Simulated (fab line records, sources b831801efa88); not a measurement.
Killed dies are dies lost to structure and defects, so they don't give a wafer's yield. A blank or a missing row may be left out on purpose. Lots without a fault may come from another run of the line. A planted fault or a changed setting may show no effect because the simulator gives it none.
Which tool did it? | flow gf180mcu | 11 lots, 33 wafers sampled, at 5 steps of a route of 602

WHAT THE GAUGES READ, wafer by wafer
GF_PSD_RS_MEAS_14: measures by four-point-probe.
lot  | measured     | on            | NSD_RS (ohm/sq)
L321 | day 14 10:13 | film_metro-03 | 46.22 46.21 46.32
L322 | day 14 23:50 | film_metro-02 | 46.18 46.12 46.15
L324 | day 16 02:20 | film_metro-01 | 46.03 46.07 46.13
L325 | day 16 13:50 | film_metro-03 | 44.65 44.70 44.78 44.77 44.67 44.71
L327 | day 16 21:29 | film_metro-03 | 44.70 44.78 44.83 44.77 44.67 44.68
L328 | day 17 12:58 | film_metro-03 | 46.29 46.16 46.23
L336 | day 19 22:58 | film_metro-03 | 46.23 46.26 46.12
L337 | day 20 07:53 | film_metro-03 | 46.14 46.12 46.19
L339 | day 21 01:26 | film_metro-02 | 46.01 46.03 45.96
L340 | day 21 09:26 | film_metro-03 | 46.37 46.26 46.29
L341 | day 21 14:27 | film_metro-01 | 46.19 46.12 46.17

WHICH TOOL RAN EACH LOT (tool, then ch and the chambers of the sampled wafers, then the start)
lot  | GF_HV_LDD_STRIP_10                   | GF_HV_LDD_STRIP_37                   | GF_NSD_IMPLANT_09               | GF_NSD_STRIP_11
L321 | plasma_asher-04 ch 0,1, day 10 05:55 | plasma_asher-01 ch 0,1, day 11 18:19 | implanter-02 ch 0, day 13 12:51 | plasma_asher-03 ch 0,1, day 13 13:08
L322 | plasma_asher-04 ch 0,1, day 10 15:59 | plasma_asher-04 ch 0,1, day 12 06:28 | implanter-04 ch 0, day 14 01:49 | plasma_asher-02 ch 0,1, day 14 02:04
L324 | plasma_asher-04 ch 0,1, day 11 14:32 | plasma_asher-04 ch 0,1, day 13 07:26 | implanter-02 ch 0, day 15 04:11 | plasma_asher-01 ch 0,1, day 15 04:29
L325 | plasma_asher-04 ch 0,1, day 12 00:23 | plasma_asher-03 ch 0,1, day 13 17:27 | implanter-02 ch 0, day 15 15:27 | plasma_asher-03 ch 0,1, day 15 15:45
L327 | plasma_asher-03 ch 0,1, day 12 08:14 | plasma_asher-03 ch 0, day 14 00:48   | implanter-02 ch 0, day 15 22:19 | plasma_asher-02 ch 0,1, day 15 22:36
L328 | plasma_asher-03 ch 0,1, day 12 21:09 | plasma_asher-01 ch 0,1, day 14 15:32 | implanter-04 ch 0, day 16 14:08 | plasma_asher-03 ch 0,1, day 16 14:25
L336 | plasma_asher-03 ch 0,1, day 14 23:15 | plasma_asher-03 ch 0, day 16 20:13   | implanter-02 ch 0, day 18 22:05 | plasma_asher-03 ch 1, day 18 22:23
L337 | plasma_asher-01 ch 0,1, day 15 07:00 | plasma_asher-04 ch 0,1, day 17 03:39 | implanter-03 ch 0, day 19 06:13 | plasma_asher-02 ch 0,1, day 19 06:29
L339 | plasma_asher-01 ch 0,1, day 15 23:06 | plasma_asher-04 ch 0,1, day 17 20:47 | implanter-03 ch 0, day 20 00:36 | plasma_asher-03 ch 0,1, day 20 00:54
L340 | plasma_asher-04 ch 0,1, day 16 05:53 | plasma_asher-04 ch 0,1, day 18 04:54 | implanter-03 ch 0, day 20 08:53 | plasma_asher-01 ch 0,1, day 20 09:11
L341 | plasma_asher-04 ch 0,1, day 16 12:09 | plasma_asher-03 ch 0,1, day 18 10:23 | implanter-02 ch 0, day 20 13:50 | plasma_asher-01 ch 0,1, day 20 14:08
- GF_HV_LDD_STRIP_10: strips in O2/N2.
- GF_HV_LDD_STRIP_37: strips in O2/N2.
- GF_NSD_IMPLANT_09
- GF_NSD_STRIP_11: strips in O2/N2.

THE ANSWER, worked out from the rows above alone
Rule: what is usual is taken from the lots themselves. Put in order of their means at a reading, lots are off if they are a third of the lots or fewer, leave a main group of 4 or more, and stand apart from it by a gap of 3 or more times the standard deviation of the main group's means; of several such gaps the widest counts. A main group whose means are all the same, to the digits that the tables above print for the reading, isn't used. A lot without any number at a reading at which 4 lots or more have one is off too. The other lots that the step has rows for count as sound.
Off: L325, L327, at GF_PSD_RS_MEAS_14 (NSD_RS). The main group: mean 46.17 ohm/sq, standard deviation 0.087.
A tool fits if, at a process step before that reading, it ran every lot that is off, and no sound lot after the first of them. The gauges at GF_PSD_RS_MEAS_14 are tried like those tools. None of those tried fits.

WHAT THE SIMULATOR HAD PUT IN
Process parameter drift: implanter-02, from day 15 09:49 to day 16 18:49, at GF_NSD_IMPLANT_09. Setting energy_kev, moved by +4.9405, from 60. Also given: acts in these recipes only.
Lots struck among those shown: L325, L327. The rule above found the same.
